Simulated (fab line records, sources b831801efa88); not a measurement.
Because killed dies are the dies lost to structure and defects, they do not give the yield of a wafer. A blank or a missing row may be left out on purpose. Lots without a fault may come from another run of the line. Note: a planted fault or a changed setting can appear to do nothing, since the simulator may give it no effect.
Problem report in the 8D (eight disciplines) form, filled by code :: flow gf180mcu :: the parts of the form that need people (team, actions taken, sign-off) are left out

== 1. WHAT WENT WRONG ==
PSD_TW at GF_PSD_TW_MEAS_11 reads a mean of 2843 on 6 wafers of 2 lots; wafers without a fault read 3160 with a standard deviation of 20. Relative to the usual mean, that is a shift of -16 standard deviations.
The first sign was on wafer L344.1 at day 16 19:24, on film_metro-04. Wafers with a number at this step in the record: 33, from 11 lots. By rule, "out" or "out of limits" means more than 4 standard deviations away from the usual mean. The other wafers with a number count as sound.

== 2. WHAT IT IS AND WHAT IT IS NOT ==
question: which readings at this step
is: PSD_TW
is not: -

question: which lots
is: L344, L346
is not: L338, L340, L341, L343, L353, L354, L355, L358, L360

question: which wafers of those lots
is: all that have a number
is not: -

question: read on which gauges
is: film_metro-04
is not: film_metro-01, film_metro-03

question: when
is: from day 16 19:24
is not: up to then (12 sound wafers); but 15 sound wafers of L353, L354, L355, L358, L360 came after

== 3. WHAT RULES OUT EACH SUSPECT ==
Counting: a tool at any process step up to the reading remains a suspect when it ran all the lots that are out and ran no sound lot after the first of those.
- the gauge at GF_PSD_TW_MEAS_11 is ruled out. All the wafers that are out were read on film_metro-04, but those of them that GF_PSD_IMPLANT_09 has rows for are out there too, on other tools.
- implanter-02 at GF_PSD_IMPLANT_09: ruled out as a lasting fault. Following L344 (day 16 19:09), the first lot on it that is out, the sound lots L358 were run on it.
- plasma_asher-03 at GF_PSD_STRIP_10 (strips in O2/N2): ruled out as a lasting fault. Following L344 (day 16 19:18), the first lot on it that is out, the sound lots L360 were run on it.
Left after counting: nothing in the record.

== 4. THE CAUSE (what the simulator had put in) ==
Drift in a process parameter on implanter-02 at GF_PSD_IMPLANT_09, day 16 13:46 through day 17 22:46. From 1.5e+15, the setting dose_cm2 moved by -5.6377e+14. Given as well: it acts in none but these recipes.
The count ruled it out by mistake, since the rule takes a fault to strike every lot its tool runs from the start of the fault on, and this one did not do so.

== 5. SEQUENCE OF EFFECTS, ordered by route ==
Rows list readings where the struck wafers' mean (over those with a number) sits beyond 3 standard deviations from the usual. Scope: only readings with a usual standard deviation given in the record; hours: median across lots of the time from each lot's start at the first step in this table that gives one to its start at this step; sigmas: change in usual standard deviations.
hours: 0
step: GF_PSD_IMPLANT_09
reading: dose_ions_cm2
usual: 1.5001e+15
on struck wafers: 9.3698e+14
change: -5.6312e+14
sigmas: -99 or more

hours: 0
step: GF_PSD_IMPLANT_09
reading: end_station_pressure_torr
usual: 1.17e-05 Torr
on struck wafers: 9.22e-06
change: -2.48e-06
sigmas: -4.1

hours: 0
step: GF_PSD_IMPLANT_09
reading: faraday_current_uA
usual: 8244
on struck wafers: 5160
change: -3084
sigmas: -18

hours: 0
step: GF_PSD_STRIP_10
reading: oes_product_au
usual: 0.592 a.u.
on struck wafers: 0.626
change: +0.034
sigmas: +7.3

hours: 0
step: GF_PSD_STRIP_10
reading: strip_time_to_endpoint_s
usual: 16.51 s
on struck wafers: 15.07
change: -1.44
sigmas: -40

hours: 0
step: GF_PSD_TW_MEAS_11
reading: PSD_TW
usual: 3160
on struck wafers: 2843
change: -317
sigmas: -16

hours: 1
step: GF_PSD_RS_MEAS_15
reading: PSD_RS
usual: 108.56 ohm/sq
on struck wafers: 139.63
change: +31.07
sigmas: +99 or more
The process steps in it:
- GF_PSD_IMPLANT_09
- GF_PSD_STRIP_10: strips in O2/N2.

== 6. WHAT WOULD HAVE CAUGHT IT SOONER ==
Counted from the fault's start at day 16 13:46, it took 6 hours until the first out-of-limits reading at a measuring or inspecting step in this record, taken at day 16 19:24.
Tool's own readings at GF_PSD_IMPLANT_09, dose_ions_cm2, faraday_current_uA: out on all struck wafers the step has rows for; an alarm limit on them would have tripped on the first.
